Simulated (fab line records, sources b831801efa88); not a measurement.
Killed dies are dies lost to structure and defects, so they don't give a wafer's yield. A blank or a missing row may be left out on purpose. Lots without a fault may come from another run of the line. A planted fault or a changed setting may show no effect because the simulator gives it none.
One fault seen from 2 desks | flow sky130 | each desk has only its own numbers; what lay behind them comes last

THE TOOL OWNER'S DESK: litho_track-02
The tool's own readings at SKY_VT_ADJUST_HVTP_SOFTBAKE_03 (time 60 s): means of the sampled wafers that have a number, for each lot that ran on this tool. A lot is out of limits, marked OUT, if its mean lies more than 4 standard deviations from the usual mean; the brackets give that distance.
Columns: A = run_length_s at SKY_VT_ADJUST_HVTP_SOFTBAKE_03, usual 89.13 s
lot  | first seen here | A
L766 | day 6 07:50     | 88.95
L778 | day 8 20:50     | 97.22 (+43) OUT
L781 | day 9 15:51     | 105.39 (+86) OUT
This desk's finding: out of limits on L778, L781; first on L778, day 8 20:50 (run_length_s at SKY_VT_ADJUST_HVTP_SOFTBAKE_03). In limits: L766.

THE METROLOGY DESK
What the gauges read, lot by lot, whatever tool the lot ran on: means of the sampled wafers that have a number. A lot is out of limits, marked OUT, if its mean lies more than 4 standard deviations from the usual mean; the brackets give that distance.
Columns: A = NWELL_01_OVL at SKY_NWELL_OVL_MEAS_23, usual -0.4 nm; B = NWELL_2_TW at SKY_NWELL_TW_MEAS_26, usual 498; C = NWELL_RS at SKY_NWELL_RS_MEAS_29, usual 624.6 ohm/sq; D = PWDE_RS at SKY_NWELL_RS_MEAS_31, usual 5264 ohm/sq; E = cd_nm at SKY_VT_ADJUST_HVTP_CD_MEAS_07, usual 380.1 nm; F = VT_ADJUST_HVTP_OVL at SKY_VT_ADJUST_HVTP_OVL_MEAS_08, usual 0.7 nm; G = VT_ADJUST_HVTP_TW at SKY_VT_ADJUST_HVTP_TW_MEAS_11, usual 1352
lot  | first seen here | A    | B   | C     | D    | E     | F    | G
L766 | day 5 21:26     | -0.5 | 497 | 622.9 | 5282 | 380.1 | -0.2 | 1347
L773 | day 7 02:37     | 0.3  | 498 | 623.3 | 5268 | 375.9 | -1.8 | 1330
L778 | day 8 09:21     | 0.4  | 501 | 623.4 | 5268 | 379.8 | 0.2  | 1369
L781 | day 9 04:45     | 0.7  | 496 | 626.9 | 5247 | 380.2 | 1.5  | 1373
L782 | day 9 07:09     | -0.7 | 499 | 623.4 | 5285 | 377.5 | 2.3  | 1338
L785 | day 10 02:45    | 0.6  | 498 | 626.0 | 5284 | 385.4 | -0.6 | 1369
This desk's finding: nothing out of limits on any of the 6 lots.

PUT TOGETHER
The tool owner's desk could have raised an alarm at day 8 20:50, on L778, L781.
The metrology desk saw nothing out of limits.
The metrology desk has L778, L781 on record, within its limits.
Of the lots named, all ran SKY_VT_ADJUST_HVTP_SOFTBAKE_03 on litho_track-02.

WHAT THE SIMULATOR HAD PUT IN
Process parameter drift: litho_track-02, from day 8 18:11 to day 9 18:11, at SKY_VT_ADJUST_HVTP_SOFTBAKE_03. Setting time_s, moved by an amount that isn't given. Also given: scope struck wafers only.
Lots struck among those shown: L778, L781.
Hours from the fault's start to each desk's first reading out of limits: the tool owner's desk, 3.
